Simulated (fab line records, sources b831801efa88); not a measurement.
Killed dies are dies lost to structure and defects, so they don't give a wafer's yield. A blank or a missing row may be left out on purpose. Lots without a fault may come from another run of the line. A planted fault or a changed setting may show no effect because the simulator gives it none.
Which tool did it? | flow gf180mcu | 12 lots, 34 wafers sampled, at 5 steps of a route of 602

WHAT THE GAUGES READ, wafer by wafer
GF_V3_RS_MEAS_24: measures by four-point-probe.
lot  | measured     | on            | V3_W_RS (ohm/sq)
L529 | day 22 05:19 | film_metro-02 | 0.325 0.327 0.331
L531 | day 23 06:15 | film_metro-02 | 0.334 0.335 0.331
L530 | day 23 08:10 | film_metro-04 | 0.329 0.324 0.325
L533 | day 24 01:01 | film_metro-04 | 0.326 0.324 0.325
L535 | day 24 10:34 | film_metro-01 | 0.323 0.325 0.330
L536 | day 25 01:38 | film_metro-04 | 0.333 0.324 0.326
L540 | day 26 07:25 | film_metro-02 | 0.330 0.334 0.329
L547 | day 28 12:46 | film_metro-01 | 0.324 0.326
L548 | day 28 21:49 | film_metro-04 | 0.324 0.325
L549 | day 29 01:52 | film_metro-01 | 0.322 0.322 0.323
L550 | day 29 03:04 | film_metro-04 | 0.331 0.328 0.332
L551 | day 29 06:53 | film_metro-02 | 0.326 0.326 0.326

GF_V3_THK_MEAS_25: measures by xrf.
lot  | measured     | on            | V3_W_THK (nm)
L529 | day 22 05:26 | film_metro-02 | 344 344 337
L531 | day 23 06:22 | film_metro-02 | 338 338 338
L530 | day 23 08:16 | film_metro-04 | 348 352 351
L533 | day 24 01:07 | film_metro-04 | 345 347 346
L535 | day 24 10:40 | film_metro-01 | 343 338 336
L536 | day 25 01:46 | film_metro-04 | 337 347 343
L540 | day 26 07:31 | film_metro-02 | 338 333 339
L547 | day 28 12:53 | film_metro-01 | 338 334
L548 | day 28 21:56 | film_metro-04 | 347 347
L549 | day 29 01:59 | film_metro-01 | 343 342 342
L550 | day 29 03:11 | film_metro-04 | 342 344 340
L551 | day 29 07:01 | film_metro-02 | 345 345 347

GF_V4_THK_MEAS_03.
lot  | measured     | on            | V4_CVD_02_THK (nm)
L529 | day 23 05:54 | film_metro-02 | 847 830 856
L531 | day 24 06:11 | film_metro-01 | 844 850 867
L530 | day 24 08:08 | film_metro-01 | 850 859 851
L533 | day 25 00:40 | film_metro-03 | 831 860 844
L535 | day 25 09:25 | film_metro-01 | 838 857 850
L536 | day 26 01:01 | film_metro-02 | 854 872 871
L540 | day 27 05:46 | film_metro-02 | 843 862 855
L547 | day 29 09:26 | film_metro-01 | 520 855
L548 | day 29 18:05 | film_metro-03 | 517 518
L549 | day 29 22:13 | film_metro-03 | 840 842 852
L550 | day 29 23:50 | film_metro-02 | 856 846 867
L551 | day 30 03:04 | film_metro-03 | 821 830 834

WHICH TOOL RAN EACH LOT (tool, then ch and the chambers of the sampled wafers, then the start)
lot  | GF_M4_METAL_ETCH_16               | GF_V4_CVD_02
L529 | rie_metal-04 ch 0,1, day 23 04:55 | pecvd-04 ch 1,2, day 23 05:50
L531 | rie_metal-03 ch 0, day 24 05:13   | pecvd-02 ch 0,1,2, day 24 06:07
L530 | rie_metal-04 ch 0, day 24 07:13   | pecvd-03 ch 0,2, day 24 08:04
L533 | rie_metal-03 ch 0,1, day 24 23:43 | pecvd-02 ch 0,2, day 25 00:34
L535 | rie_metal-02 ch 0,1, day 25 08:28 | pecvd-02 ch 0,2, day 25 09:18
L536 | rie_metal-04 ch 0, day 26 00:01   | pecvd-02 ch 1,2, day 26 00:56
L540 | rie_metal-03 ch 0,1, day 27 04:49 | pecvd-04 ch 1,2, day 27 05:41
L547 | rie_metal-04 ch 1, day 29 08:34   | pecvd-02 ch 0,2, day 29 09:22
L548 | rie_metal-03 ch 1, day 29 17:14   | pecvd-02 ch 2, day 29 18:01
L549 | rie_metal-04 ch 1, day 29 21:19   | pecvd-04 ch 0,1,2, day 29 22:09
L550 | rie_metal-02 ch 0, day 29 22:58   | pecvd-03 ch 0,2, day 29 23:46
L551 | rie_metal-03 ch 0,1, day 30 02:10 | pecvd-04 ch 0,1,2, day 30 02:59
- GF_M4_METAL_ETCH_16: etches the open film in Cl2/BCl3, stops on SiO2, target depth 750.8 nm, time 125.1 s.
- GF_V4_CVD_02: deposits SiO2 from TEOS, target thk 850 nm, time 94.851 s.

WHAT THE TOOLS THEMSELVES READ (means of the sampled wafers that have a number; where no wafer has one, the mark that the record gives instead)
GF_M4_METAL_ETCH_16.
lot  | tool         | bcl3_flow_sccm (sccm) | drypump_motor_current_A (A) | he_backside_leak_sccm (sccm) | oes_product_au (a.u.) | throttle_valve_pct (%)
L529 | rie_metal-04 | 39.94                 | 5.7                         | 3.3                          | 0.987                 | 28.230
L531 | rie_metal-03 | 39.97                 | 6.0                         | 3.4                          | 0.984                 | 28.233
L530 | rie_metal-04 | 39.97                 | 5.4                         | 3.2                          | 0.977                 | 28.239
L533 | rie_metal-03 | 39.86                 | 6.1                         | 3.5                          | 0.985                 | 28.229
L535 | rie_metal-02 | 40.08                 | 6.2                         | 3.3                          | 0.982                 | 28.230
L536 | rie_metal-04 | 39.94                 | 5.4                         | 3.4                          | 0.978                 | 28.235
L540 | rie_metal-03 | 39.80                 | 6.1                         | 3.4                          | 0.989                 | 28.227
L547 | rie_metal-04 | 39.90                 | 6.4                         | 3.3                          | 0.996                 | 28.218
L548 | rie_metal-03 | 40.05                 | 6.2                         | 3.5                          | 0.985                 | 28.237
L549 | rie_metal-04 | 39.90                 | 6.4                         | 3.4                          | 0.989                 | 28.237
L550 | rie_metal-02 | 40.00                 | 6.7                         | 3.5                          | 0.990                 | 28.225
L551 | rie_metal-03 | 39.92                 | 6.1                         | 3.4                          | 0.985                 | 28.234

GF_V4_CVD_02.
lot  | tool     | heater_power_w (W)
L529 | pecvd-04 | 695
L531 | pecvd-02 | 623
L530 | pecvd-03 | 577
L533 | pecvd-02 | 719
L535 | pecvd-02 | 783
L536 | pecvd-02 | 679
L540 | pecvd-04 | 712
L547 | pecvd-02 | 747
L548 | pecvd-02 | 743
L549 | pecvd-04 | 789
L550 | pecvd-03 | 640
L551 | pecvd-04 | 785

THE ANSWER, worked out from the rows above alone
Rule: what is usual is taken from the lots themselves. Put in order of their means at a reading, lots are off if they are a third of the lots or fewer, leave a main group of 4 or more, and stand apart from it by a gap of 3 or more times the standard deviation of the main group's means; of several such gaps the widest counts. A main group whose means are all the same, to the digits that the tables above print for the reading, isn't used. A lot without any number at a reading at which 4 lots or more have one is off too. The other lots that the step has rows for count as sound. The gauges are gone through in route order, then the tools' own readings, and for those a lot's mean is taken as printed above. The first step at which some lot is off is used, and at that step the reading that is off furthest; a lot without a number counts as furthest.
Off: L547, L548, at GF_V4_THK_MEAS_03 (V4_CVD_02_THK). The main group: mean 849 nm, standard deviation 9.3.
A tool fits if, at a process step before that reading, it ran every lot that is off, and no sound lot after the first of them. The gauges at GF_V4_THK_MEAS_03 are tried like those tools. One fits: pecvd-02 at GF_V4_CVD_02. Its last sound lot is L536 (day 26 00:56), its first lot that is off L547 (day 29 09:22): a fault that began between those two fits.

WHAT THE SIMULATOR HAD PUT IN
Process parameter drift: pecvd-02, from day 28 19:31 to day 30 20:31, at GF_V4_CVD_02. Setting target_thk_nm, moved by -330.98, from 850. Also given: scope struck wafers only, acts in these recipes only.
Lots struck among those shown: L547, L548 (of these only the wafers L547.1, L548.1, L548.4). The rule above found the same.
